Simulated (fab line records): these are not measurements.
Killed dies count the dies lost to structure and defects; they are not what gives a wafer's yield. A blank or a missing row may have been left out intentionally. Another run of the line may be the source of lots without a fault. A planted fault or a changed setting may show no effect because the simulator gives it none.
Tool commonality check + flow gf180mcu + 14 lots, 42 wafers sampled

THE REASON FOR OPENING IT
2 of 14 lots carry a flag on the reading HV_LDD_02_OVL at GF_HV_LDD_OVL_MEAS_32. No-fault wafers: -0.2 nm, standard deviation 1.4.
Rule: flag the lot when none of its wafers has a number, or when each of its wafers that has one lies beyond 4 standard deviations from that mean. As for the other lots, they are considered sound.

| lot  | measured     | on         | HV_LDD_02_OVL (nm), wafer by wafer | flag    |
|------|--------------|------------|------------------------------------|---------|
| L416 | day 11 14:46 | overlay-02 | -1.8 -1.2 -3.1                     |         |
| L417 | day 11 22:49 | overlay-02 | -0.9 -0.1 0.9                      |         |
| L418 | day 12 02:40 | overlay-02 | -0.9 -1.1 -1.4                     |         |
| L419 | day 12 17:08 | overlay-02 | -0.6 3.6 4.0                       |         |
| L421 | day 13 06:01 | overlay-02 | 1.1 1.0 -1.2                       |         |
| L423 | day 13 21:04 | overlay-01 | 0.4 -2.3 0.8                       |         |
| L424 | day 14 04:13 | overlay-02 | 0.1 -1.9 -1.4                      |         |
| L429 | day 15 18:31 | overlay-02 | -0.8 -0.1 -1.8                     |         |
| L430 | day 16 00:46 | overlay-02 | -0.1 -1.0 -3.3                     |         |
| L433 | day 17 01:25 | overlay-02 | -131.7 -130.7 -130.3               | FLAGGED |
| L434 | day 17 11:17 | overlay-02 | -131.6 -133.5 -132.3               | FLAGGED |
| L436 | day 18 00:41 | overlay-01 | -1.7 -0.7 -0.9                     |         |
| L437 | day 18 14:41 | overlay-02 | -0.1 0.9 0.7                       |         |
| L438 | day 18 19:35 | overlay-02 | -1.4 -0.3 1.2                      |         |
On average the flagged lots' numbers are -131.7 nm, which is -131.5 nm against the usual, or -94 standard deviations.

LOT BY LOT: THE TOOL USED
The record keeps 1 process step preceding the reading, out of 602 steps on the route. Cell contents, in order: the tool; ch with the chambers the sampled wafers went through; the start.
| lot  | flag    | GF_HV_LDD_EXPOSE_28                 |
|------|---------|-------------------------------------|
| L416 |         | iline_stepper-02 ch 0, day 11 05:33 |
| L417 |         | iline_stepper-02 ch 0, day 11 13:31 |
| L418 |         | iline_stepper-01 ch 0, day 11 16:53 |
| L419 |         | iline_stepper-01 ch 0, day 12 07:43 |
| L421 |         | iline_stepper-01 ch 0, day 12 20:04 |
| L423 |         | iline_stepper-01 ch 0, day 13 10:35 |
| L424 |         | iline_stepper-01 ch 0, day 13 17:54 |
| L429 |         | iline_stepper-02 ch 0, day 15 07:29 |
| L430 |         | iline_stepper-02 ch 0, day 15 13:59 |
| L433 | FLAGGED | iline_stepper-01 ch 0, day 16 14:37 |
| L434 | FLAGGED | iline_stepper-01 ch 0, day 16 23:56 |
| L436 |         | iline_stepper-02 ch 0, day 17 13:11 |
| L437 |         | iline_stepper-02 ch 0, day 18 03:02 |
| L438 |         | iline_stepper-02 ch 0, day 18 07:17 |
What these steps do:
- GF_HV_LDD_EXPOSE_28: exposes mask Nplus HV AREA, target cd 400 nm.
- GF_HV_LDD_OVL_MEAS_32

FLAGGED AGAINST TOTAL, ONE TOOL AT A TIME (gauges that did the reading follow at the end)
| step                  | tool             | lots run | flagged | share of the flagged lots | sound lots run after its first flagged lot |
|-----------------------|------------------|----------|---------|---------------------------|--------------------------------------------|
| GF_HV_LDD_EXPOSE_28   | iline_stepper-01 | 7        | 2       | all                       | 0                                          |
| GF_HV_LDD_EXPOSE_28   | iline_stepper-02 | 7        | 0       | none                      | -                                          |
| GF_HV_LDD_OVL_MEAS_32 | overlay-01       | 2        | 0       | none                      | -                                          |
| GF_HV_LDD_OVL_MEAS_32 | overlay-02       | 12       | 2       | all                       | 2 (L437,L438)                              |

THE TABLE: WHAT IT ALLOWS
Every flagged lot went through 2 rows of the table: iline_stepper-01 at GF_HV_LDD_EXPOSE_28 and overlay-02 at GF_HV_LDD_OVL_MEAS_32.
- iline_stepper-01 at GF_HV_LDD_EXPOSE_28: 2 of its 7 lots flagged. It ran its last sound lot, L424, at day 13 17:54 and its first flagged lot, L433, at day 16 14:37: a fault with its onset between the two fits.
- overlay-02 at GF_HV_LDD_OVL_MEAS_32: 2 of its 12 lots flagged. Sound lots ran on it after the first flagged one (L437, L438), which a lasting fault on the whole tool wouldn't allow.
iline_stepper-01 at GF_HV_LDD_EXPOSE_28 is the single tool remaining.

WHAT THE SIMULATOR HAD INSERTED
Scanner matching overlay: iline_stepper-01, from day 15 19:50 on, at GF_HV_LDD_EXPOSE_28. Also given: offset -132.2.
Lots struck among those shown: L433, L434. The same result came from the rule above.
